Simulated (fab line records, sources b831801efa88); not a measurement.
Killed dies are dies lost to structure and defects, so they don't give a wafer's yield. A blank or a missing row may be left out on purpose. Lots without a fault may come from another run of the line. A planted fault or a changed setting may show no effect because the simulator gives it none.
Split-lot experiment | flow sfq_line | 5 lots, 23 wafers read, on a route of 325 steps

THE SPLIT
At SFQ_TRILAYER_M2_DEP_SPUTTER_055 (material Nb, target thk 200 nm, time 133.3 s), the setting power_w was moved away from the recipe's 2000 W on 7 of the 23 wafers read, by -11.5% to +9.6%. The other wafers ran this setting at the recipe's value.

FROM THE SPLIT TO THE READING: what the file shows between them, 5 steps
- SFQ_M2_RS_MEAS_914: measures by four-point-probe
- SFQ_TRILAYER_M2_LITHO_COAT_062: resist thk 62 nm (also split here: spin_rpm)
- SFQ_TRILAYER_M2_LITHO_COAT_057: resist thk 607.5 nm
- SFQ_TRILAYER_M2_LITHO_SOFTBAKE_061
- SFQ_TRILAYER_M2_BARC_OPEN_METAL_ETCH_077: etches BARC in O2, target depth 125 nm, time 43.06 s

THE READING
oes_product_au, in a.u., at SFQ_TRILAYER_M2_ETCH_METAL_ETCH_060 (etches Nb in Cl2/Ar, stops on SiO2, target depth 240 nm, time 120 s). Fault-free wafers of this fab line usually give 0.895 a.u., standard deviation 0.0058 a.u..

wafer  | tool, chamber at the split | power_w as run, W | against the recipe | oes_product_au, a.u. | against lot-mates on the recipe
L074.1 | pvd_sputter-03, -          | 2192              | +9.6%              | 0.954                | +0.058
L074.2 | pvd_sputter-03, -          | 2192              | +9.6%              | 0.946                | +0.050
L074.3 | pvd_sputter-03, -          | 2000              | recipe             | 0.898                | -
L074.5 | pvd_sputter-03, -          | 2000              | recipe             | 0.890                | -
L074.6 | pvd_sputter-03, -          | 2000              | recipe             | 0.899                | -
L075.1 | pvd_sputter-04, -          | 2144              | +7.2%              | 0.924                | +0.032
L075.2 | pvd_sputter-04, -          | 2144              | +7.2%              | 0.934                | +0.042
L075.3 | pvd_sputter-04, -          | 2000              | recipe             | 0.891                | -
L075.5 | pvd_sputter-04, -          | 2000              | recipe             | 0.895                | -
L075.6 | pvd_sputter-04, -          | 2000              | recipe             | 0.890                | -
L078.1 | pvd_sputter-06, -          | 2000              | recipe             | 0.899                | -
L078.2 | pvd_sputter-06, -          | 1770              | -11.5%             | 0.836                | -0.064
L078.3 | pvd_sputter-06, -          | 1770              | -11.5%             | 0.841                | -0.058
L078.4 | pvd_sputter-06, -          | 1770              | -11.5%             | 0.832                | -0.068
L078.5 | pvd_sputter-06, -          | 2000              | recipe             | 0.900                | -
L079.2 | pvd_sputter-04, -          | 2000              | recipe             | 0.898                | -
L079.4 | pvd_sputter-04, -          | 2000              | recipe             | 0.898                | -
L079.6 | pvd_sputter-04, -          | 2000              | recipe             | 0.894                | -
L082.2 | pvd_sputter-06, -          | 2000              | recipe             | 0.906                | -
L082.3 | pvd_sputter-06, -          | 2000              | recipe             | 0.898                | -
L082.4 | pvd_sputter-06, -          | 2000              | recipe             | 0.898                | -
L082.5 | pvd_sputter-06, -          | 2000              | recipe             | 0.909                | -
L082.6 | pvd_sputter-06, -          | 2000              | recipe             | 0.898                | -

THE FIT
A straight line over all 23 wafers: oes_product_au changes by +0.00522 a.u. for each +1% of power_w; r = +0.98; the points scatter about the line by 0.0053 a.u..
The same after taking each lot's own level away (the mean of its wafers on the recipe; 23 wafers): +0.00548 a.u. for each +1%; r = +0.99; scatter 0.0039 a.u..
On that fit, the largest move of power_w shifts the reading by 0.063 a.u..
The lots' own levels span 0.8920 to 0.9018 a.u., that is 1.7 times the standard deviation above.
So the lot-to-lot level changes the slope little: the two slopes agree.
Check: with one of the wafers moved furthest among these (-11.5%) left out of the fit, the line predicts -0.063 a.u. for it against its lot-mates. It came out at -0.0635 a.u. against them.

OTHER SPLITS ON THESE WAFERS
These wafers also went through other splits before the reading. Each is held against what the fit with the lots' levels taken away leaves over:
other split on the same wafers                 | wafers away from the commonest value | r with oes_product_au (lot level and that fit taken away)
SFQ_TRILAYER_M1_DEP_SPUTTER_037 time_s         | 5                                    | +0.13
SFQ_TRILAYER_M1_LITHO_COAT_044 resist_thk_nm   | 8                                    | +0.45
SFQ_TRILAYER_I1_CMP_CMP_046 leave_above_ref_nm | 8                                    | -0.14
SFQ_TRILAYER_I1_VIA_ETCH_VIA_ETCH_052 bias_w   | 10                                   | +0.11
SFQ_TRILAYER_M2_LITHO_COAT_062 spin_rpm        | 11                                   | +0.01

THE WHOLE CHAIN: every reading that the file lists as answering this split, in the file's order
step                                | what it does                                                        | reading                                                                                   | change (the file's fit)                   | r (the file's)
SFQ_TRILAYER_M2_DEP_SPUTTER_055     | material Nb, target thk 200 nm, time 133.3 s                        | Nb_of_TRILAYER_M2_DEP_SPUTTER_055.thk_nm (the simulator's own value, which no gauge read) | +1.98 nm for each +1% of the setting      | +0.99
SFQ_M2_RS_MEAS_914                  | measures by four-point-probe                                        | M2_NB_RS                                                                                  | -0.0091 for each +1% of the setting       | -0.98
SFQ_TRILAYER_M2_ETCH_METAL_ETCH_060 | etches Nb in Cl2/Ar, stops on SiO2, target depth 240 nm, time 120 s | oes_product_au                                                                            | +0.00549 a.u. for each +1% of the setting | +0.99

THE FILE'S OWN FIT
oes_product_au changes by +0.00549 a.u. for each +1% of power_w, r = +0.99.
